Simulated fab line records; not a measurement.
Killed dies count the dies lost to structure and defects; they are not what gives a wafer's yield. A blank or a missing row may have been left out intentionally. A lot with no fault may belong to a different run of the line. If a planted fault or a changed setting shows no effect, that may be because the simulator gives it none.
A lot that was struck, set against a sound lot | flow sfq_line | 42 out of 325 route steps
Sound: these wafers, L656.1, L656.5, L656.6. The struck wafers were L662.1, L662.4, L662.6. At the end, the cause is stated.
For every step that has rows: the tool of each side, followed by ch and its chambers, followed by its first start. Under that, the readings that differ: sound wafers | struck wafers | difference of the means | sigmas: that difference in standard deviations of wafers without a fault.
alike: same words and numbers on both sides, and readings whose means sit less than 2 such deviations apart. not compared: any withheld reading, any reading some wafer has no value for, any bound like >300 that may hide the same value, and any number with overlapping values for which the record gives no deviation.
The two part at a step that has a row with sigmas, a row that says differs or no value, or rows on one side only. Numbers that have no deviation but don't overlap get no sigmas and don't part them. A reading missing from all wafers of one side parts the sides only when that side holds two or more wafers.

first, 6 steps without rows for these wafers: SFQ_TRILAYER_I1_VIA_LITHO_COAT_054 (resist thk 62 nm); SFQ_TRILAYER_I1_VIA_LITHO_COAT_049 (resist thk 650 nm); SFQ_TRILAYER_I1_VIA_LITHO_SOFTBAKE_053; SFQ_TRILAYER_I1_VIA_LITHO_EXPOSE_050 (exposes mask I1, target cd 500 nm); SFQ_TRILAYER_I1_VIA_LITHO_PEB_052 (peb time 60 s); SFQ_TRILAYER_I1_VIA_LITHO_DEVELOP_051 (time 60 s).
SFQ_I1_OVL_MEAS_913:
  sound: overlay-01 at day 32 03:02; struck: overlay-02 at day 32 21:02
  alike: I1_OVL
SFQ_TRILAYER_I1_VIA_BARC_OPEN_VIA_ETCH_071: etches BARC in O2, target depth 125 nm, time 41.7 s.
  sound on rie_diel-04 ch 2,3, day 32 03:04; struck on rie_diel-01 ch 1,2, day 32 21:04
  alike: drypump_motor_current_A, oes_product_au
  not compared: rf_hours_counter_h
then, 1 step without rows for these wafers: SFQ_TRILAYER_I1_VIA_ETCH_VIA_ETCH_052 (etches SiO2 in CHF3, stops on Nb, target depth 260 nm).
SFQ_TRILAYER_I1_VIA_STRIP_STRIP_053: strips in O2.
  sound on rie_metal-01 ch 0,1, day 32 03:13; struck on rie_metal-01 ch 0,1, day 32 21:13
  alike: drypump_motor_current_A, oes_product_au, platen_temp_c
  not compared: rf_hours_counter_h
then, 2 steps without rows for these wafers: SFQ_TRILAYER_I1_VIA_STRIP_SOLV_CLEAN_054 (cleans in NMP, time 600 s); SFQ_TRILAYER_M2_DEP_PRE_CLEAN_056 (time 22.5 s).
SFQ_TRILAYER_M2_DEP_SPUTTER_055: material Nb, target thk 200 nm, time 133.3 s.
  sound: pvd_sputter-03 at day 32 04:01; struck: pvd_sputter-03 at day 32 22:01
  reading                                             | sound                | struck               | difference | sigmas
  cathode_dc_power_W (W)                              | 2000.5 1999.5 1999.8 | 1588.2 1587.8 1588.0 | -411.9     | -99 or more
  model.Nb_of_TRILAYER_M2_DEP_SPUTTER_055.thk_nm (nm) | 200.2 200.3 200.6    | 156.5 158.3 158      | -42.8      |
  alike: chamber_pressure_pa, resputter_cathode_voltage_v, throttle_valve_pct
SFQ_M2_RS_MEAS_914: measurement is done with a four-point probe.
  sound: film_metro-01 at day 32 04:07; struck: film_metro-01 at day 32 22:07
  reading           | sound             | struck            | difference | sigmas
  M2_NB_RS (ohm/sq) | 0.889 0.886 0.887 | 1.140 1.128 1.129 | +0.245     | +27
then, 6 steps without rows for these wafers: SFQ_TRILAYER_M2_LITHO_COAT_062 (resist thk 62 nm); SFQ_TRILAYER_M2_LITHO_COAT_057 (resist thk 600 nm); SFQ_TRILAYER_M2_LITHO_SOFTBAKE_061; SFQ_TRILAYER_M2_LITHO_EXPOSE_058 (exposes mask M2, target cd 500 nm); SFQ_TRILAYER_M2_LITHO_PEB_060 (peb time 60 s); SFQ_TRILAYER_M2_LITHO_DEVELOP_059 (time 60 s).
-- the record jumps here: 6 days lie between the struck wafers' starts before and after --
SFQ_M2_OVL_MEAS_916:
  sound: overlay-02 at day 37 23:38; struck: overlay-02 at day 38 18:50
  alike: M2_OVL
SFQ_TRILAYER_M2_BARC_OPEN_METAL_ETCH_077: etches BARC in O2, target depth 125 nm, time 41.7 s.
  sound on rie_metal-02 ch 0,1, day 37 23:40; struck on rie_metal-03 ch 0, day 38 18:52
  reading                     | sound       | struck      | difference | sigmas
  drypump_motor_current_A (A) | 6.4 6.4 6.8 | 5.4 5.4 5.5 | -1.1       | -2
  alike: oes_product_au
  not compared: rf_hours_counter_h
SFQ_TRILAYER_M2_ETCH_METAL_ETCH_060: etches Nb in Cl2/Ar, stops on SiO2, target depth 240 nm, time 120 s.
  sound on rie_metal-02 ch 0,1, day 37 23:44; struck on rie_metal-03 ch 0, day 38 18:56
  reading                     | sound             | struck            | difference | sigmas
  drypump_motor_current_A (A) | 6.4 6.4 6.8       | 5.5 5.4 5.4       | -1.1       | -2
  oes_product_au (a.u.)       | 0.901 0.897 0.899 | 0.783 0.782 0.789 | -0.114     | -17
  not compared: rf_hours_counter_h
then, 4 steps without rows for these wafers: SFQ_TRILAYER_M2_STRIP_STRIP_061 (strips in O2); SFQ_TRILAYER_M2_STRIP_SOLV_CLEAN_062 (cleans in NMP, time 600 s); SFQ_TRILAYER_I2_DEP_PECVD_063 (deposits SiO2 from SiH4/N2O, time 111.11 s, target thk 500 nm); SFQ_TRILAYER_I2_CMP_CMP_064 (polishes SiO2).
SFQ_I2_BOW_MEAS_917:
  sound: film_metro-03 at day 38 04:19; struck: film_metro-03 at day 38 22:55
  alike: I2_BOW
SFQ_TRILAYER_I2_METRO_MEASURE_065:
  sound: film_metro-03 at day 38 04:26; struck: film_metro-03 at day 38 23:02
  alike: thk_nm
then, 6 steps without rows for these wafers: SFQ_TRILAYER_I2_VIA_LITHO_COAT_072 (resist thk 62 nm); SFQ_TRILAYER_I2_VIA_LITHO_COAT_067 (resist thk 650 nm); SFQ_TRILAYER_I2_VIA_LITHO_SOFTBAKE_071; SFQ_TRILAYER_I2_VIA_LITHO_EXPOSE_068 (exposes mask I2, target cd 500 nm); SFQ_TRILAYER_I2_VIA_LITHO_PEB_070 (peb time 60 s); SFQ_TRILAYER_I2_VIA_LITHO_DEVELOP_069 (time 60 s).
-- the record jumps here: 6 days lie between the struck wafers' starts before and after --
SFQ_I2_OVL_MEAS_918:
  sound: overlay-02 at day 44 00:59; struck: overlay-02 at day 44 21:37
  alike: I2_OVL
SFQ_TRILAYER_I2_VIA_BARC_OPEN_VIA_ETCH_096: etches BARC in O2, target depth 125 nm, time 41.7 s.
  sound on rie_diel-01 ch 0,1, day 44 01:02; struck on rie_diel-04 ch 0,3, day 44 21:39
  alike: drypump_motor_current_A, oes_product_au
  not compared: rf_hours_counter_h
then, 4 steps without rows for these wafers: SFQ_TRILAYER_I2_VIA_ETCH_VIA_ETCH_070 (etches SiO2 in CHF3, stops on Nb, target depth 260 nm); SFQ_TRILAYER_I2_VIA_STRIP_STRIP_071 (strips in O2); SFQ_TRILAYER_I2_VIA_STRIP_SOLV_CLEAN_072 (cleans in NMP, time 600 s); SFQ_TRILAYER_M3_DEP_PRE_CLEAN_074 (time 22.5 s).
-- the record jumps here: 46 days lie between the struck wafers' starts before and after --
SFQ_M8_BOW_MEAS_951:
  sound: film_metro-03 at day 90 04:11; struck: film_metro-02 at day 91 05:25
  reading                 | sound               | struck            | difference | sigmas
  model.etest.m2.ohm_um   | 1.782 1.774 1.773   | 2.277 2.252 2.256 | +0.485     |
  model.etest.i1.link_ohm | 1.958 1.953 1.956   | 2.259 2.247 2.252 | +0.297     |
  model.etest.m2.ohm_sq   | 0.889 0.8883 0.8871 | 1.137 1.124 1.126 | +0.241     |
  model.etest.i2.link_ohm | 1.972 1.959 1.973   | 2.214 2.212 2.216 | +0.246     |
  alike: M8_BOW

## WHERE THEY PART
Last at SFQ_TRILAYER_M2_ETCH_METAL_ETCH_060 as far as this record goes, first at SFQ_TRILAYER_M2_DEP_SPUTTER_055. Later steps at which nothing parts them and some readings are alike: SFQ_I2_BOW_MEAS_917, SFQ_TRILAYER_I2_METRO_MEASURE_065, SFQ_I2_OVL_MEAS_918, SFQ_TRILAYER_I2_VIA_BARC_OPEN_VIA_ETCH_096, SFQ_M8_BOW_MEAS_951.

WHY: what had been put in by the simulator
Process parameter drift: pvd_sputter-03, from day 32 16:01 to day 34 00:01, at SFQ_TRILAYER_M2_DEP_SPUTTER_055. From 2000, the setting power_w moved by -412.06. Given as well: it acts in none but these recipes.
